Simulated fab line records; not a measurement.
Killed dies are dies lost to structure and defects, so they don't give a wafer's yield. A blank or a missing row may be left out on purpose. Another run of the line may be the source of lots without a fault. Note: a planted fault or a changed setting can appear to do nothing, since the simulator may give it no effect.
fab line records || flow sky130
record: {"lots": 6, "wafers": 18, "lastDay": 50}
route steps=708 shown NWELL@79 PWDE@84 VT_ADJUST_HVTP@85 PAD_OPEN@708
lots that met no fault: taken from a fault-free run of the same line
startH: start of the lot's first displayed wafer, in hours after the record's first day || waitH: hours since the lot's step before || " the same as in the row above || L1.1+2: several wafers, shown together as one row || - either no value or no given start || * or withheld: withheld || < > ~ a bound
route shown NAME@n: a module of which the file shows steps, and the number in the route of the first || usual: mean/standard deviation taken from wafers without a fault || same: alike in all rows || chamber/n: place in a boat || sites: readings site by site || _std_site: how widely they spread, as a standard deviation || _edge_site: outer sites' mean less inner sites' || radiusMm: how far each site lies from the wafer's centre || mask NAME#n: copy n || behind: tool/chamber where the wafer was last shaped || hold: what put the lot on hold/how long, in hours/how the hold closed || device: the transistor (n, p or np) that didn't switch || end of line: the same wafers' tests at the end of the route || step lacking rows: just its recipe || killed: dies that structure and defects cost at the first sort, which is not the same as the wafer's yield || map: shows each die of a wafer: x if killed, . if not, _ if none is there
set.NAME: the setting that was run; set.NAME@STEP: the one run at that earlier step || model.NAME: the simulator's own value behind a step, which no gauge read
lots at some steps of the route; a table a step, a row a wafer
services: a tool's chamber out of use, with start hour (startH, from the record's first day; less than 0 if before it), hours out, and reason
== steps ==
step: SKY_NWELL_TW_MEAS_26
usual: {"NWELL_2_TW": "497/4.4"}
{"lot.wafer": "L847.2", "tool": "filmMetro-02", "chamber": "-", "startH": 116.66, "waitH": 0.1, "NWELL_2_TW": 506}
{"lot.wafer": "L847.4", "tool": "filmMetro-02", "chamber": "-", "startH": 116.66, "waitH": 0.1, "NWELL_2_TW": 503}
{"lot.wafer": "L847.6", "tool": "filmMetro-02", "chamber": "-", "startH": 116.66, "waitH": 0.1, "NWELL_2_TW": 504}
{"lot.wafer": "L856.1", "tool": "filmMetro-01", "chamber": "-", "startH": 171.05, "waitH": 0.1, "NWELL_2_TW": 497}
{"lot.wafer": "L856.5", "tool": "filmMetro-01", "chamber": "-", "startH": 171.05, "waitH": 0.1, "NWELL_2_TW": 499}
{"lot.wafer": "L856.6", "tool": "filmMetro-01", "chamber": "-", "startH": 171.05, "waitH": 0.1, "NWELL_2_TW": 496}
{"lot.wafer": "L861.1", "tool": "filmMetro-02", "chamber": "-", "startH": 212.57, "waitH": 0.1, "NWELL_2_TW": 504}
{"lot.wafer": "L861.5", "tool": "filmMetro-02", "chamber": "-", "startH": 212.57, "waitH": 0.1, "NWELL_2_TW": 503}
{"lot.wafer": "L861.6", "tool": "filmMetro-02", "chamber": "-", "startH": 212.57, "waitH": 0.1, "NWELL_2_TW": 498}
{"lot.wafer": "L862.2", "tool": "filmMetro-01", "chamber": "-", "startH": 213.33, "waitH": 0.1, "NWELL_2_TW": 500}
{"lot.wafer": "L862.4", "tool": "filmMetro-01", "chamber": "-", "startH": 213.33, "waitH": 0.1, "NWELL_2_TW": 497}
{"lot.wafer": "L862.5", "tool": "filmMetro-01", "chamber": "-", "startH": 213.33, "waitH": 0.1, "NWELL_2_TW": 497}
{"lot.wafer": "L865.1", "tool": "filmMetro-02", "chamber": "-", "startH": 231.50, "waitH": 0.1, "NWELL_2_TW": 499}
{"lot.wafer": "L865.3", "tool": "filmMetro-02", "chamber": "-", "startH": 231.50, "waitH": 0.1, "NWELL_2_TW": 501}
{"lot.wafer": "L865.4", "tool": "filmMetro-02", "chamber": "-", "startH": 231.50, "waitH": 0.1, "NWELL_2_TW": 502}
{"lot.wafer": "L867.1", "tool": "filmMetro-04", "chamber": "-", "startH": 235.12, "waitH": 0.1, "NWELL_2_TW": 488}
{"lot.wafer": "L867.2", "tool": "filmMetro-04", "chamber": "-", "startH": 235.12, "waitH": 0.1, "NWELL_2_TW": 492}
{"lot.wafer": "L867.6", "tool": "filmMetro-04", "chamber": "-", "startH": 235.12, "waitH": 0.1, "NWELL_2_TW": 487}
step: SKY_NWELL_CLEAN_27
recipe: {"chemistry": "SC1/SC2", "mix": "1:4:20", "tempC": 70, "timeS": 150, "dry": "n2Spin"}
step: SKY_NWELL_RTA_28
recipe: {"tempC": 1050, "timeS": 30, "idleTempC": 650, "rampUpCPerS": 150, "rampDownCPerS": 90, "ambient": "N2"}
usual: {"lampPowerPct": "25.31/0.053", "wafer_temp_C_max": "1054.9/1"}
{"lot.wafer": "L847.2", "tool": "rtpAnneal-01", "chamber": 0, "startH": 116.78, "waitH": 0.0, "lampPowerPct": 25.28, "wafer_temp_C_max": 1053.7}
{"lot.wafer": "L847.4", "tool": "rtpAnneal-01", "chamber": 0, "startH": 116.78, "waitH": 0.0, "lampPowerPct": 25.20, "wafer_temp_C_max": 1054.4}
{"lot.wafer": "L847.6", "tool": "rtpAnneal-01", "chamber": 0, "startH": 116.78, "waitH": 0.0, "lampPowerPct": 25.29, "wafer_temp_C_max": 1053.8}
{"lot.wafer": "L856.1", "tool": "rtpAnneal-01", "chamber": 0, "startH": 171.16, "waitH": 0.0, "lampPowerPct": 25.40, "wafer_temp_C_max": 1054.5}
{"lot.wafer": "L856.5", "tool": "rtpAnneal-01", "chamber": 0, "startH": 171.16, "waitH": 0.0, "lampPowerPct": 25.44, "wafer_temp_C_max": 1056.1}
{"lot.wafer": "L856.6", "tool": "rtpAnneal-01", "chamber": 0, "startH": 171.16, "waitH": 0.0, "lampPowerPct": 25.26, "wafer_temp_C_max": 1054.5}
{"lot.wafer": "L861.1", "tool": "rtpAnneal-01", "chamber": 0, "startH": 212.68, "waitH": 0.0, "lampPowerPct": 25.25, "wafer_temp_C_max": 1054.9}
{"lot.wafer": "L861.5", "tool": "rtpAnneal-01", "chamber": 0, "startH": 212.68, "waitH": 0.0, "lampPowerPct": 25.37, "wafer_temp_C_max": 1053.8}
{"lot.wafer": "L861.6", "tool": "rtpAnneal-01", "chamber": 0, "startH": 212.68, "waitH": 0.0, "lampPowerPct": 25.34, "wafer_temp_C_max": 1057.5}
{"lot.wafer": "L862.2", "tool": "rtpAnneal-01", "chamber": 0, "startH": 213.68, "waitH": 0.0, "lampPowerPct": 25.41, "wafer_temp_C_max": 1054.3}
{"lot.wafer": "L862.4", "tool": "rtpAnneal-01", "chamber": 0, "startH": 213.68, "waitH": 0.0, "lampPowerPct": 25.36, "wafer_temp_C_max": 1053.6}
{"lot.wafer": "L862.5", "tool": "rtpAnneal-01", "chamber": 0, "startH": 213.68, "waitH": 0.0, "lampPowerPct": 25.25, "wafer_temp_C_max": 1053.3}
{"lot.wafer": "L865.1", "tool": "rtpAnneal-02", "chamber": 0, "startH": 231.61, "waitH": 0.0, "lampPowerPct": 25.34, "wafer_temp_C_max": 1055.3}
{"lot.wafer": "L865.3", "tool": "rtpAnneal-02", "chamber": 0, "startH": 231.61, "waitH": 0.0, "lampPowerPct": 25.34, "wafer_temp_C_max": 1054.1}
{"lot.wafer": "L865.4", "tool": "rtpAnneal-02", "chamber": 0, "startH": 231.61, "waitH": 0.0, "lampPowerPct": 25.35, "wafer_temp_C_max": 1055.2}
{"lot.wafer": "L867.1", "tool": "rtpAnneal-01", "chamber": 0, "startH": 235.26, "waitH": 0.0, "lampPowerPct": 25.39, "wafer_temp_C_max": 1057.6}
{"lot.wafer": "L867.2", "tool": "rtpAnneal-01", "chamber": 0, "startH": 235.26, "waitH": 0.0, "lampPowerPct": 25.29, "wafer_temp_C_max": 1055.6}
{"lot.wafer": "L867.6", "tool": "rtpAnneal-01", "chamber": 0, "startH": 235.26, "waitH": 0.0, "lampPowerPct": 25.33, "wafer_temp_C_max": 1056.6}
step: SKY_NWELL_RS_MEAS_29
recipe: {"thkMeasGauge": "four-point-probe"}
usual: {"NWELL_RS": "623.8/1.5"}
{"lot.wafer": "L847.2", "tool": "filmMetro-04", "chamber": "-", "startH": 116.88, "waitH": 0.1, "NWELL_RS[ohm/sq]": 621.1}
{"lot.wafer": "L847.4", "tool": "filmMetro-04", "chamber": "-", "startH": 116.88, "waitH": 0.1, "NWELL_RS[ohm/sq]": 624.1}
{"lot.wafer": "L847.6", "tool": "filmMetro-04", "chamber": "-", "startH": 116.88, "waitH": 0.1, "NWELL_RS[ohm/sq]": 623.0}
{"lot.wafer": "L856.1", "tool": "filmMetro-04", "chamber": "-", "startH": 171.26, "waitH": 0.1, "NWELL_RS[ohm/sq]": 625.1}
{"lot.wafer": "L856.5", "tool": "filmMetro-04", "chamber": "-", "startH": 171.26, "waitH": 0.1, "NWELL_RS[ohm/sq]": 625.2}
{"lot.wafer": "L856.6", "tool": "filmMetro-04", "chamber": "-", "startH": 171.26, "waitH": 0.1, "NWELL_RS[ohm/sq]": 624.6}
{"lot.wafer": "L861.1", "tool": "filmMetro-04", "chamber": "-", "startH": 212.78, "waitH": 0.1, "NWELL_RS[ohm/sq]": 622.4}
{"lot.wafer": "L861.5", "tool": "filmMetro-04", "chamber": "-", "startH": 212.78, "waitH": 0.1, "NWELL_RS[ohm/sq]": 624.5}
{"lot.wafer": "L861.6", "tool": "filmMetro-04", "chamber": "-", "startH": 212.78, "waitH": 0.1, "NWELL_RS[ohm/sq]": 622.7}
{"lot.wafer": "L862.2", "tool": "filmMetro-01", "chamber": "-", "startH": 213.79, "waitH": 0.1, "NWELL_RS[ohm/sq]": 624.1}
{"lot.wafer": "L862.4", "tool": "filmMetro-01", "chamber": "-", "startH": 213.79, "waitH": 0.1, "NWELL_RS[ohm/sq]": 624.4}
{"lot.wafer": "L862.5", "tool": "filmMetro-01", "chamber": "-", "startH": 213.79, "waitH": 0.1, "NWELL_RS[ohm/sq]": 624.9}
{"lot.wafer": "L865.1", "tool": "filmMetro-02", "chamber": "-", "startH": 231.71, "waitH": 0.1, "NWELL_RS[ohm/sq]": 624.3}
{"lot.wafer": "L865.3", "tool": "filmMetro-02", "chamber": "-", "startH": 231.71, "waitH": 0.1, "NWELL_RS[ohm/sq]": 624.8}
{"lot.wafer": "L865.4", "tool": "filmMetro-02", "chamber": "-", "startH": 231.71, "waitH": 0.1, "NWELL_RS[ohm/sq]": 623.5}
{"lot.wafer": "L867.1", "tool": "filmMetro-01", "chamber": "-", "startH": 235.36, "waitH": 0.1, "NWELL_RS[ohm/sq]": 622.7}
{"lot.wafer": "L867.2", "tool": "filmMetro-01", "chamber": "-", "startH": 235.36, "waitH": 0.1, "NWELL_RS[ohm/sq]": 624.3}
{"lot.wafer": "L867.6", "tool": "filmMetro-01", "chamber": "-", "startH": 235.36, "waitH": 0.1, "NWELL_RS[ohm/sq]": 622.4}
step: SKY_NWELL_RS_MEAS_31
recipe: {"thkMeasGauge": "four-point-probe"}
usual: {"PWDE_RS": "5179/17"}
{"lot.wafer": "L847.2", "tool": "filmMetro-04", "chamber": "-", "startH": 117.12, "waitH": 0.1, "PWDE_RS[ohm/sq]": 5195}
{"lot.wafer": "L847.4", "tool": "filmMetro-04", "chamber": "-", "startH": 117.12, "waitH": 0.1, "PWDE_RS[ohm/sq]": 5171}
{"lot.wafer": "L847.6", "tool": "filmMetro-04", "chamber": "-", "startH": 117.12, "waitH": 0.1, "PWDE_RS[ohm/sq]": 5185}
{"lot.wafer": "L856.1", "tool": "filmMetro-04", "chamber": "-", "startH": 171.50, "waitH": 0.1, "PWDE_RS[ohm/sq]": 5172}
{"lot.wafer": "L856.5", "tool": "filmMetro-04", "chamber": "-", "startH": 171.50, "waitH": 0.1, "PWDE_RS[ohm/sq]": 5182}
{"lot.wafer": "L856.6", "tool": "filmMetro-04", "chamber": "-", "startH": 171.50, "waitH": 0.1, "PWDE_RS[ohm/sq]": 5176}
{"lot.wafer": "L861.1", "tool": "filmMetro-04", "chamber": "-", "startH": 213.02, "waitH": 0.1, "PWDE_RS[ohm/sq]": 5172}
{"lot.wafer": "L861.5", "tool": "filmMetro-04", "chamber": "-", "startH": 213.02, "waitH": 0.1, "PWDE_RS[ohm/sq]": 5160}
{"lot.wafer": "L861.6", "tool": "filmMetro-04", "chamber": "-", "startH": 213.02, "waitH": 0.1, "PWDE_RS[ohm/sq]": 5175}
{"lot.wafer": "L862.2", "tool": "filmMetro-01", "chamber": "-", "startH": 214.03, "waitH": 0.1, "PWDE_RS[ohm/sq]": 5150}
{"lot.wafer": "L862.4", "tool": "filmMetro-01", "chamber": "-", "startH": 214.03, "waitH": 0.1, "PWDE_RS[ohm/sq]": 5162}
{"lot.wafer": "L862.5", "tool": "filmMetro-01", "chamber": "-", "startH": 214.03, "waitH": 0.1, "PWDE_RS[ohm/sq]": 5177}
{"lot.wafer": "L865.1", "tool": "filmMetro-02", "chamber": "-", "startH": 231.95, "waitH": 0.1, "PWDE_RS[ohm/sq]": 5184}
{"lot.wafer": "L865.3", "tool": "filmMetro-02", "chamber": "-", "startH": 231.95, "waitH": 0.1, "PWDE_RS[ohm/sq]": 5205}
{"lot.wafer": "L865.4", "tool": "filmMetro-02", "chamber": "-", "startH": 231.95, "waitH": 0.1, "PWDE_RS[ohm/sq]": 5181}
{"lot.wafer": "L867.1", "tool": "filmMetro-01", "chamber": "-", "startH": 235.60, "waitH": 0.1, "PWDE_RS[ohm/sq]": 5191}
{"lot.wafer": "L867.2", "tool": "filmMetro-01", "chamber": "-", "startH": 235.60, "waitH": 0.1, "PWDE_RS[ohm/sq]": 5187}
{"lot.wafer": "L867.6", "tool": "filmMetro-01", "chamber": "-", "startH": 235.60, "waitH": 0.1, "PWDE_RS[ohm/sq]": 5192}
step: SKY_VT_ADJUST_HVTP_DEHYDRATE_00
recipe: {"tempC": 200, "timeS": 60}
step: SKY_VT_ADJUST_HVTP_HMDS_01
recipe: {"primeTimeS": 60, "primeTempC": 120}
step: SKY_VT_ADJUST_HVTP_COAT_02
recipe: {"resist": "NOVOLAK", "spinRpm": 3000, "resistThkNm": 1140}
step: SKY_VT_ADJUST_HVTP_SOFTBAKE_03
recipe: {"tempC": 90, "timeS": 60, "resist": "NOVOLAK"}
step: SKY_VT_ADJUST_HVTP_EXPOSE_04
recipe: {"maskId": "HVTPM", "na": 0.6, "sourceShape": "conventional", "sigmaOuter": 0.6, "polarization": "unpolarized", "targetCdNm": 380, "doseMj": 140}
step: SKY_VT_ADJUST_HVTP_PEB_05
recipe: {"tempC": "withheld", "timeS": "*", "resist": "NOVOLAK"}
step: SKY_VT_ADJUST_HVTP_DEVELOP_06
recipe: {"resist": "NOVOLAK", "developer": "TMAH", "developTimeS": 60, "devTempC": 23}
usual: {"chillPlateTempC": "23.00/0.1", "developerTempC": "23.00/0.12"}
{"lot.wafer": "L847.2", "tool": "lithoTrack-04", "chamber": 0, "startH": 135.79, "waitH": 0.1, "chillPlateTempC": 22.91, "developerTempC": 23.30}
{"lot.wafer": "L847.4", "tool": "lithoTrack-04", "chamber": 0, "startH": 135.79, "waitH": 0.1, "chillPlateTempC": 23.04, "developerTempC": 23.14}
{"lot.wafer": "L847.6", "tool": "lithoTrack-04", "chamber": 0, "startH": 135.79, "waitH": 0.1, "chillPlateTempC": 23.12, "developerTempC": 23.09}
{"lot.wafer": "L856.1", "tool": "lithoTrack-04", "chamber": 0, "startH": 192.97, "waitH": 0.1, "chillPlateTempC": 22.95, "developerTempC": 22.85}
{"lot.wafer": "L856.5", "tool": "lithoTrack-04", "chamber": 0, "startH": 192.97, "waitH": 0.1, "chillPlateTempC": 23.11, "developerTempC": 22.89}
{"lot.wafer": "L856.6", "tool": "lithoTrack-04", "chamber": 0, "startH": 192.97, "waitH": 0.1, "chillPlateTempC": 23.05, "developerTempC": 22.91}
{"lot.wafer": "L861.1", "tool": "lithoTrack-04", "chamber": 0, "startH": 230.12, "waitH": 0.1, "chillPlateTempC": 23.15, "developerTempC": 23.97}
{"lot.wafer": "L861.5", "tool": "lithoTrack-04", "chamber": 0, "startH": 230.12, "waitH": 0.1, "chillPlateTempC": 23.06, "developerTempC": 23.95}
{"lot.wafer": "L861.6", "tool": "lithoTrack-04", "chamber": 0, "startH": 230.12, "waitH": 0.1, "chillPlateTempC": 22.73, "developerTempC": 23.95}
{"lot.wafer": "L862.2", "tool": "lithoTrack-04", "chamber": 0, "startH": 232.34, "waitH": 0.1, "chillPlateTempC": 23.16, "developerTempC": 23.88}
{"lot.wafer": "L862.4", "tool": "lithoTrack-04", "chamber": 0, "startH": 232.34, "waitH": 0.1, "chillPlateTempC": 23.19, "developerTempC": 23.87}
{"lot.wafer": "L862.5", "tool": "lithoTrack-04", "chamber": 0, "startH": 232.34, "waitH": 0.1, "chillPlateTempC": 23.12, "developerTempC": 23.91}
{"lot.wafer": "L865.1", "tool": "lithoTrack-02", "chamber": 0, "startH": 254.88, "waitH": 0.1, "chillPlateTempC": 23.12, "developerTempC": 23.13}
{"lot.wafer": "L865.3", "tool": "lithoTrack-02", "chamber": 0, "startH": 254.88, "waitH": 0.1, "chillPlateTempC": 23.01, "developerTempC": 23.07}
{"lot.wafer": "L865.4", "tool": "lithoTrack-02", "chamber": 0, "startH": 254.88, "waitH": 0.1, "chillPlateTempC": 22.95, "developerTempC": 23.21}
{"lot.wafer": "L867.1", "tool": "lithoTrack-02", "chamber": 0, "startH": 258.53, "waitH": 0.1, "chillPlateTempC": 23.01, "developerTempC": 23.17}
{"lot.wafer": "L867.2", "tool": "lithoTrack-02", "chamber": 0, "startH": 258.53, "waitH": 0.1, "chillPlateTempC": 22.97, "developerTempC": 23.09}
{"lot.wafer": "L867.6", "tool": "lithoTrack-02", "chamber": 0, "startH": 258.53, "waitH": 0.1, "chillPlateTempC": 23.07, "developerTempC": 23.15}
step: SKY_VT_ADJUST_HVTP_CD_MEAS_07
recipe: {"targetCdNm": 380}
usual: {"cdNm": "379.7/2.4"}
{"lot.wafer": "L847.2", "tool": "cdSem-02", "chamber": "-", "startH": 135.94, "waitH": 0.1, "cdNm": 380.0}
{"lot.wafer": "L847.4", "tool": "cdSem-02", "chamber": "-", "startH": 135.94, "waitH": 0.1, "cdNm": 377.7}
{"lot.wafer": "L847.6", "tool": "cdSem-02", "chamber": "-", "startH": 135.94, "waitH": 0.1, "cdNm": 379.7}
{"lot.wafer": "L856.1", "tool": "cdSem-01", "chamber": "-", "startH": 193.18, "waitH": 0.2, "cdNm": 380.2}
{"lot.wafer": "L856.5", "tool": "cdSem-01", "chamber": "-", "startH": 193.18, "waitH": 0.2, "cdNm": 379.4}
{"lot.wafer": "L856.6", "tool": "cdSem-01", "chamber": "-", "startH": 193.18, "waitH": 0.2, "cdNm": 377.7}
{"lot.wafer": "L861.1", "tool": "cdSem-01", "chamber": "-", "startH": 230.27, "waitH": 0.1, "cdNm": 378.1}
{"lot.wafer": "L861.5", "tool": "cdSem-01", "chamber": "-", "startH": 230.27, "waitH": 0.1, "cdNm": 377.2}
{"lot.wafer": "L861.6", "tool": "cdSem-01", "chamber": "-", "startH": 230.27, "waitH": 0.1, "cdNm": 376.5}
{"lot.wafer": "L862.2", "tool": "cdSem-02", "chamber": "-", "startH": 232.49, "waitH": 0.1, "cdNm": 374.2}
{"lot.wafer": "L862.4", "tool": "cdSem-02", "chamber": "-", "startH": 232.49, "waitH": 0.1, "cdNm": 376.0}
{"lot.wafer": "L862.5", "tool": "cdSem-02", "chamber": "-", "startH": 232.49, "waitH": 0.1, "cdNm": 374.9}
{"lot.wafer": "L865.1", "tool": "cdSem-01", "chamber": "-", "startH": 255.03, "waitH": 0.1, "cdNm": 380.4}
{"lot.wafer": "L865.3", "tool": "cdSem-01", "chamber": "-", "startH": 255.03, "waitH": 0.1, "cdNm": 381.4}
{"lot.wafer": "L865.4", "tool": "cdSem-01", "chamber": "-", "startH": 255.03, "waitH": 0.1, "cdNm": 380.8}
{"lot.wafer": "L867.1", "tool": "cdSem-01", "chamber": "-", "startH": 258.70, "waitH": 0.1, "cdNm": 378.0}
{"lot.wafer": "L867.2", "tool": "cdSem-01", "chamber": "-", "startH": 258.70, "waitH": 0.1, "cdNm": 377.3}
{"lot.wafer": "L867.6", "tool": "cdSem-01", "chamber": "-", "startH": 258.70, "waitH": 0.1, "cdNm": 379.2}
step: SKY_PAD_OPEN_PROBE_99
usual: {"killed_at_M0_to_M3": "43/6.3", "killed_at_M4_up": "3.3/1.7", "killedAtContacts": "24/5.4", "killedAtFrontEnd": "16/4.6", "killedAtOther": "0.4/0.7", "killedDies": "87/9.4", "killedOpen": "47/6.9", "killedShort": "39/6.1"}
same: {"grossDies": 492, "killedAtBackSide": 0}
{"lot.wafer": "L847.2", "tool": "prober-01", "chamber": "-", "startH": 1091.36, "waitH": 0.1, "killed_at_M0_to_M3": 41, "killed_at_M4_up": 7, "killedAtContacts": 19, "killedAtFrontEnd": 13, "killedAtOther": 0, "killedDies": 80, "killedOpen": 39, "killedShort": 41}
{"lot.wafer": "L847.4", "tool": "prober-01", "chamber": "-", "startH": 1091.46, "waitH": 0.2, "killed_at_M0_to_M3": 51, "killed_at_M4_up": 4, "killedAtContacts": 15, "killedAtFrontEnd": 15, "killedAtOther": 0, "killedDies": 85, "killedOpen": 42, "killedShort": 43}
{"lot.wafer": "L847.6", "tool": "prober-01", "chamber": "-", "startH": 1091.56, "waitH": 0.2, "killed_at_M0_to_M3": 45, "killed_at_M4_up": 9, "killedAtContacts": 24, "killedAtFrontEnd": 19, "killedAtOther": 0, "killedDies": 97, "killedOpen": 55, "killedShort": 42}
{"lot.wafer": "L861.1", "tool": "prober-01", "chamber": "-", "startH": 1171.15, "waitH": 0.1, "killed_at_M0_to_M3": 51, "killed_at_M4_up": 2, "killedAtContacts": 26, "killedAtFrontEnd": 15, "killedAtOther": 0, "killedDies": 94, "killedOpen": 52, "killedShort": 42}
{"lot.wafer": "L861.5", "tool": "prober-01", "chamber": "-", "startH": 1171.35, "waitH": 0.2, "killed_at_M0_to_M3": 49, "killed_at_M4_up": 6, "killedAtContacts": 26, "killedAtFrontEnd": 17, "killedAtOther": 0, "killedDies": 98, "killedOpen": 52, "killedShort": 46}
{"lot.wafer": "L861.6", "tool": "prober-01", "chamber": "-", "startH": 1171.40, "waitH": 0.2, "killed_at_M0_to_M3": 45, "killed_at_M4_up": 0, "killedAtContacts": 20, "killedAtFrontEnd": 18, "killedAtOther": 0, "killedDies": 83, "killedOpen": 47, "killedShort": 36}
killed by level:class
L847.2 VIA2:geometricParticle:open=9 VIA1:geometricParticle:open=9 LI_CONTACT:geometricParticle:open=7 METAL2:geometricParticle:short=7 CONTACT:geometricParticle:short=6 METAL1:geometricParticle:short=5 FIELD_ISO:geometricParticle:short=4 CONTACT:geometricParticle:open=4
L847.4 METAL1:geometricParticle:short=10 CONTACT:geometricParticle:open=9 VIA1:geometricParticle:open=8 VIA2:geometricParticle:open=8 METAL2:geometricParticle:short=6 FIELD_ISO:geometricParticle:open=4 CONTACT:geometricParticle:short=4 VIA3:geometricParticle:short=4
L847.6 VIA3:geometricParticle:open=9 VIA1:geometricParticle:open=8 CONTACT:geometricParticle:open=8 METAL4:geometricParticle:short=8 POLY_GATE:geometricParticle:open=6 VIA2:geometricParticle:open=6 FIELD_ISO:geometricParticle:open=4 FIELD_ISO:geometricParticle:short=4
L861.1 VIA2:geometricParticle:open=16 VIA1:geometricParticle:open=12 CONTACT:geometricParticle:short=8 LI_CONTACT:geometricParticle:open=6 METAL2:geometricParticle:short=6 CONTACT:geometricParticle:open=6 VIA1:geometricParticle:short=5 POLY_GATE:geometricParticle:short=4
L861.5 VIA1:geometricParticle:open=12 LI_CONTACT:geometricParticle:open=10 METAL2:geometricParticle:short=9 CONTACT:geometricParticle:open=8 METAL1:geometricParticle:short=6 LOCAL_INTERCONNECT:geometricParticle:short=5 VIA2:geometricParticle:open=5 METAL4:geometricParticle:short=5
L861.6 VIA1:geometricParticle:open=12 VIA2:geometricParticle:open=8 VIA3:geometricParticle:open=7 CONTACT:geometricParticle:open=6 METAL2:geometricParticle:short=6 VIA2:geometricParticle:short=5 FIELD_ISO:geometricParticle:open=4 SPACER:geometricParticle:short=4
== services ==
{"tool": "rtpAnneal-02", "chamber": "-", "startH": 233.37, "hours": 6.5, "kind": "pm"}
{"tool": "lithoTrack-02", "chamber": "-", "startH": 240.15, "hours": "-", "kind": "consumableReplace:filter"}
{"tool": "rtpAnneal-01", "chamber": "-", "startH": 255.07, "hours": 5.1, "kind": "repair"}
== key ==
firstSign: {"step": "SKY_VT_ADJUST_HVTP_DEVELOP_06", "reading": "developerTempC", "direction": "up", "sigmas": 7.9, "usual": "*", "struck": "*"}
effect: {"step": "SKY_VT_ADJUST_HVTP_CD_MEAS_07", "reading": "cdNm", "direction": "down", "sigmas": 1.5, "usual": 379.7, "struck": 376.1}
metAt SKY_VT_ADJUST_HVTP_DEVELOP_06
struckWafers L861.1,L861.5,L861.6,L862.2,L862.4,L862.5
testerLeftOut L861,L862
onsetBetween 192.97 230.12
fault: {"kind": "processParameterDrift", "tool": "lithoTrack-04", "chamber": "-", "onsetH": 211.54, "steps": "SKY_VT_ADJUST_HVTP_DEVELOP_06", "channel": "devTempC", "offset": "*", "shape": "step", "endH": 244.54, "actsIn": "*", "stated": "*"}
testerLeftOut: of these lots the tester's yield and bins aren't shown, on N5 and GAA mostly nor the transistor test; their killed dies are dies lost to structure and defects alone, not to doping, threshold or leakage, so they don't give the yield
